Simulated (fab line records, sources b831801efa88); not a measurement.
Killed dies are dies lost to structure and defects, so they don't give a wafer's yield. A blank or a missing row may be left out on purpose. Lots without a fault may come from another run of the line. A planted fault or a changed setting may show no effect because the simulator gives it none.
Problem report in the 8D (eight disciplines) form, filled by code | flow sky130 | the parts of the form that need people (team, actions taken, sign-off) are left out

1. THE PROBLEM
strip_time_to_endpoint_s at SKY_VT_ADJUST_PCH_STRIP_09 reads a mean of 35.70 s on 1 wafer of 1 lot; wafers without a fault read 36.90 s with a standard deviation of 0.12. That is -10 standard deviations from the usual mean.
The step: strips in O2/N2.
First seen on wafer L783.3, day 14 14:29, on plasma_asher-04. The record holds 32 wafers of 11 lots with a number at this step. Rule for "out", or "out of limits": more than 4 standard deviations from the usual mean. The other wafers with a number count as sound.

2. WHAT IT IS AND WHAT IT IS NOT
question                    | is                       | is not
which readings at this step | strip_time_to_endpoint_s | drypump_motor_current_A, n2_flow_sccm, o2_flow_sccm, oes_product_au
which lots                  | L783                     | L771, L772, L774, L775, L776, L777, L778, L789, L793, L794
which wafers of those lots  | L783.3                   | L783.5
read on which tools         | plasma_asher-04          | plasma_asher-01, plasma_asher-03
when                        | from day 14 14:29        | up to then (22 sound wafers); but 9 sound wafers of L789, L793, L794 came after

3. SUSPECTS, AND WHAT RULES EACH OUT
Counting: a tool at a process step up to the reading stays a suspect if it ran every lot that is out. Sound lots after the first of them don't rule it out here, since some wafers of a struck lot are sound.
- plasma_asher-01 at SKY_NWELL_STRIP_14 (strips in O2/N2): kept. It ran the lot that is out, L783 (day 7 16:01); its last sound lot up to then is L778 (day 6 12:46).
- litho_track-03 at SKY_VT_ADJUST_PCH_COAT_02 (resist thk 3000 nm): kept. It ran the lot that is out, L783 (day 14 01:02); its last sound lot up to then is L777 (day 12 02:14).
- plasma_asher-04 at SKY_VT_ADJUST_PCH_STRIP_09 (strips in O2/N2): kept. It ran the lot that is out, L783 (day 14 14:29); its last sound lot up to then is L775 (day 12 03:08). Its own readings are out on those wafers: strip_time_to_endpoint_s.
- Within plasma_asher-04 at SKY_VT_ADJUST_PCH_STRIP_09: the wafers that are out ran in chamber 0; their sound lot-mates ran in chamber 1.
Left after counting: plasma_asher-01 at SKY_NWELL_STRIP_14, litho_track-03 at SKY_VT_ADJUST_PCH_COAT_02, plasma_asher-04 at SKY_VT_ADJUST_PCH_STRIP_09.

4. THE CAUSE (what the simulator had put in)
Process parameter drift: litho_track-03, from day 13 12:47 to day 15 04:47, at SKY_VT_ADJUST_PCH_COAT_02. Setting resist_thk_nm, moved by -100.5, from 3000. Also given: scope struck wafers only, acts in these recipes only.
Counting left 3 suspects, and this tool is among them.

5. THE CHAIN OF EFFECTS, in route order
Each row: a reading whose mean over the struck wafers that have a number lies more than 3 standard deviations from the usual. Only readings for which the record gives a usual standard deviation are gone through. hours: the time from each lot's start at the first step in this table that gives one to its start at this step, as a median over the lots. sigmas: the change in usual standard deviations.
hours | step                       | reading                  | usual   | on struck wafers | change | sigmas
0     | SKY_VT_ADJUST_PCH_STRIP_09 | strip_time_to_endpoint_s | 36.90 s | 35.70            | -1.20  | -10
The process steps in it:
- SKY_VT_ADJUST_PCH_STRIP_09: strips in O2/N2.
Later measuring or inspecting steps at which every struck wafer that the step has a row for has a number for every such reading, and none has moved that far: SKY_SONOS_ONO_THK_MEAS_03.

6. WHAT WOULD HAVE CAUGHT IT SOONER
In this record the first reading out of limits was taken at day 14 14:29, 26 hours after the fault began at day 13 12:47.
Of the tool readings at SKY_VT_ADJUST_PCH_COAT_02 for which the record gives a usual standard deviation, none was out on any struck wafer, so an alarm limit of 4 standard deviations on them would not have fired.
All the lots that are out (1) had begun SKY_VT_ADJUST_PCH_COAT_02 on litho_track-03 by day 14 14:29. A hold on the tool at that time would have spared none of them.
